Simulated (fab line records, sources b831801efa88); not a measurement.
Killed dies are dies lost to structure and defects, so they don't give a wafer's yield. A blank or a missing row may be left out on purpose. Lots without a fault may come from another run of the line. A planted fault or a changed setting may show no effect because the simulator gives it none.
Which tool did it? | flow sky130 | 11 lots, 31 wafers sampled, at 6 steps of a route of 708

WHAT THE GAUGES READ, wafer by wafer
SKY_GATE_OXIDE_TW_MEAS_14.
lot  | measured     | on            | GATE_OXIDE_TW
L466 | day 15 09:22 | film_metro-03 | 225.7 225.6 225.2
L471 | day 16 13:41 | film_metro-01 | 219.7 218.8 218.9
L472 | day 16 17:49 | film_metro-03 | 225.2 226.2 224.6
L473 | day 17 11:11 | film_metro-02 | 222.9 223.2 222.8
L474 | day 17 17:50 | film_metro-03 | 226.5 225.8 226.8
L478 | day 19 01:59 | film_metro-03 | 226.6 225.6 226.4
L477 | day 19 02:16 | film_metro-02 | 223.6 223.6 222.9
L480 | day 20 00:56 | film_metro-03 | 226.5 225.3 226.0
L482 | day 20 09:11 | film_metro-01 | 220.1
L486 | day 21 19:28 | film_metro-02 | 221.7 222.9 223.0
L488 | day 22 14:57 | film_metro-02 | 221.5 222.3 222.2

SKY_SD_N_RS_MEAS_18: measures by four-point-probe.
lot  | measured     | on            | RES_XHIGH_RS (ohm/sq)
L466 | day 29 19:43 | film_metro-01 | 333.8 331.5 333.8
L471 | day 30 23:49 | film_metro-01 | 331.3 332.7 331.5
L472 | day 30 22:53 | film_metro-02 | 335.9 333.4 334.9
L473 | day 31 19:14 | film_metro-04 | 331.4 332.7 332.7
L474 | day 31 22:25 | film_metro-04 | 331.7 332.6 331.8
L478 | day 33 00:47 | film_metro-02 | 335.1 334.5 334.2
L477 | day 33 04:54 | film_metro-04 | 334.0 333.3 332.0
L480 | day 33 22:46 | film_metro-01 | 332.8 332.3 332.7
L482 | day 34 02:49 | film_metro-01 | 332.8
L486 | day 35 12:05 | film_metro-01 | 334.8 334.5 336.1
L488 | day 36 04:58 | film_metro-01 | 336.7 334.8 335.2

SKY_METAL1_RS_MEAS_05: measures by four-point-probe.
lot  | measured     | on            | METAL1_ALCU_RS (ohm/sq)
L466 | day 33 13:02 | film_metro-03 | 0.1280 0.1276 0.1242
L471 | day 34 16:55 | film_metro-01 | 0.1261 0.1268 0.1279
L472 | day 34 15:55 | film_metro-02 | 0.1274 0.1290 0.1275
L473 | day 35 10:01 | film_metro-03 | 0.1269 0.1271 0.1257
L474 | day 35 14:04 | film_metro-01 | 0.1271 0.1269 0.1267
L478 | day 36 17:10 | film_metro-02 | 0.1278 0.1277 0.1316
L477 | day 36 20:29 | film_metro-01 | 0.1277 0.1275 0.1269
L480 | day 37 12:46 | film_metro-03 | 0.1293 0.1295 0.1297
L482 | day 37 16:24 | film_metro-03 | 0.1386
L486 | day 39 00:05 | film_metro-02 | 0.1219 0.1255 0.1263
L488 | day 39 16:35 | film_metro-03 | 0.1274 0.1291 0.1282

SKY_METAL1_THK_MEAS_06: measures by xrf.
lot  | measured     | on            | METAL1_ALCU_THK (nm)
L466 | day 33 13:09 | film_metro-03 | 252 250 256
L471 | day 34 17:02 | film_metro-01 | 253 248 248
L472 | day 34 16:02 | film_metro-02 | 250 246 249
L473 | day 35 10:08 | film_metro-03 | 251 252 255
L474 | day 35 14:11 | film_metro-01 | 251 251 251
L478 | day 36 17:16 | film_metro-02 | 248 248 243
L477 | day 36 20:36 | film_metro-01 | 250 251 248
L480 | day 37 12:53 | film_metro-03 | 247 247 246
L482 | day 37 16:31 | film_metro-03 | 230
L486 | day 39 00:13 | film_metro-02 | 261 253 252
L488 | day 39 16:43 | film_metro-03 | 250 247 249

WHICH TOOL RAN EACH LOT (tool, then ch and the chambers of the sampled wafers, then the start)
lot  | SKY_POLY_CUT_ETCH_11               | SKY_METAL1_SPUTTER_02
L466 | rie_diel-02 ch 1,2,3, day 26 03:07 | pvd_sputter-01, day 33 12:56
L471 | rie_diel-02 ch 1,3, day 27 08:31   | pvd_sputter-02, day 34 16:49
L472 | rie_diel-01 ch 0,2,3, day 27 06:41 | pvd_sputter-03, day 34 15:50
L473 | rie_diel-02 ch 1,2,3, day 28 04:53 | pvd_sputter-01, day 35 09:55
L474 | rie_diel-01 ch 0,2,3, day 28 07:58 | pvd_sputter-03, day 35 13:58
L478 | rie_diel-01 ch 1,3, day 29 12:04   | pvd_sputter-02, day 36 17:02
L477 | rie_diel-04 ch 0,1,2, day 29 15:23 | pvd_sputter-02, day 36 20:23
L480 | rie_diel-04 ch 0,1,3, day 30 09:08 | pvd_sputter-01, day 37 12:40
L482 | rie_diel-01 ch 1, day 30 16:25     | pvd_sputter-02, day 37 16:19
L486 | rie_diel-02 ch 2,3, day 32 00:52   | pvd_sputter-01, day 38 23:59
L488 | rie_diel-01 ch 1,2,3, day 32 18:08 | pvd_sputter-03, day 39 16:30
- SKY_POLY_CUT_ETCH_11: etches Si3N4 in CF4/CH2F2/Ar, stops on poly-Si, time 42.5 s, target depth 60 nm.
- SKY_METAL1_SPUTTER_02: material AlCu, target thk 250 nm, time 13.3 s.

WHAT THE TOOLS THEMSELVES READ (means of the sampled wafers that have a number; where no wafer has one, the mark that the record gives instead)
SKY_POLY_CUT_ETCH_11.
lot  | tool        | cf4_flow_sccm (sccm) | chamber_pressure_mTorr (mTorr) | drypump_motor_current_A (A) | oes_product_au (a.u.) | rf_fwd_power_W (W) | throttle_valve_pct (%)
L466 | rie_diel-02 | 39.97                | 39.99                          | 5.9                         | 0.832                 | 593.1              | 14.997
L471 | rie_diel-02 | 40.01                | 40.00                          | 5.8                         | 0.828                 | 592.3              | 14.990
L472 | rie_diel-01 | 39.93                | 39.97                          | 6.1                         | 0.824                 | 593.1              | 14.995
L473 | rie_diel-02 | 40.01                | 39.99                          | 5.9                         | 0.829                 | 594.3              | 14.994
L474 | rie_diel-01 | 39.98                | 40.01                          | 6.1                         | 0.824                 | 593.4              | 14.983
L478 | rie_diel-01 | 40.07                | 40.01                          | 5.6                         | 0.828                 | 592.4              | 14.995
L477 | rie_diel-04 | 40.01                | 40.00                          | 5.6                         | 0.820                 | 591.3              | 14.995
L480 | rie_diel-04 | 39.93                | 39.99                          | 5.1                         | 0.826                 | 593.2              | 14.995
L482 | rie_diel-01 | 39.83                | 39.98                          | 5.5                         | 0.816                 | 595.7              | 15.015
L486 | rie_diel-02 | 40.14                | 40.01                          | 6.1                         | 0.825                 | 592.0              | 14.994
L488 | rie_diel-01 | 39.94                | 39.96                          | 5.7                         | 0.827                 | 593.7              | 15.007

SKY_METAL1_SPUTTER_02.
lot  | tool           | cathode_dc_power_W (W) | throttle_valve_pct (%)
L466 | pvd_sputter-01 | 10599                  | 30.6
L471 | pvd_sputter-02 | 10600                  | 29.9
L472 | pvd_sputter-03 | 10598                  | 29.4
L473 | pvd_sputter-01 | 10601                  | 31.1
L474 | pvd_sputter-03 | 10599                  | 29.8
L478 | pvd_sputter-02 | 10601                  | 30.4
L477 | pvd_sputter-02 | 10600                  | 29.5
L480 | pvd_sputter-01 | 10602                  | 31.1
L482 | pvd_sputter-02 | 10602                  | 28.3
L486 | pvd_sputter-01 | 10600                  | 30.7
L488 | pvd_sputter-03 | 10599                  | 29.4

THE ANSWER, worked out from the rows above alone
Rule: what is usual is taken from the lots themselves. Put in order of their means at a reading, lots are off if they are a third of the lots or fewer, leave a main group of 4 or more, and stand apart from it by a gap of 3 or more times the standard deviation of the main group's means; of several such gaps the widest counts. A main group whose means are all the same, to the digits that the tables above print for the reading, isn't used. A lot without any number at a reading at which 4 lots or more have one is off too. The other lots that the step has rows for count as sound. The gauges are gone through in route order, then the tools' own readings, and for those a lot's mean is taken as printed above. The first step at which some lot is off is used, and at that step the reading that is off furthest; a lot without a number counts as furthest.
Off: L482, at SKY_METAL1_RS_MEAS_05 (METAL1_ALCU_RS). The main group: mean 0.1274 ohm/sq, standard deviation 0.0013.
A tool fits if, at a process step before that reading, it ran every lot that is off, and no sound lot after the first of them. The gauges at SKY_METAL1_RS_MEAS_05 are tried like those tools. One fits: pvd_sputter-02 at SKY_METAL1_SPUTTER_02. Its last sound lot is L477 (day 36 20:23), its first lot that is off L482 (day 37 16:19): a fault that began between those two fits.

WHAT THE SIMULATOR HAD PUT IN
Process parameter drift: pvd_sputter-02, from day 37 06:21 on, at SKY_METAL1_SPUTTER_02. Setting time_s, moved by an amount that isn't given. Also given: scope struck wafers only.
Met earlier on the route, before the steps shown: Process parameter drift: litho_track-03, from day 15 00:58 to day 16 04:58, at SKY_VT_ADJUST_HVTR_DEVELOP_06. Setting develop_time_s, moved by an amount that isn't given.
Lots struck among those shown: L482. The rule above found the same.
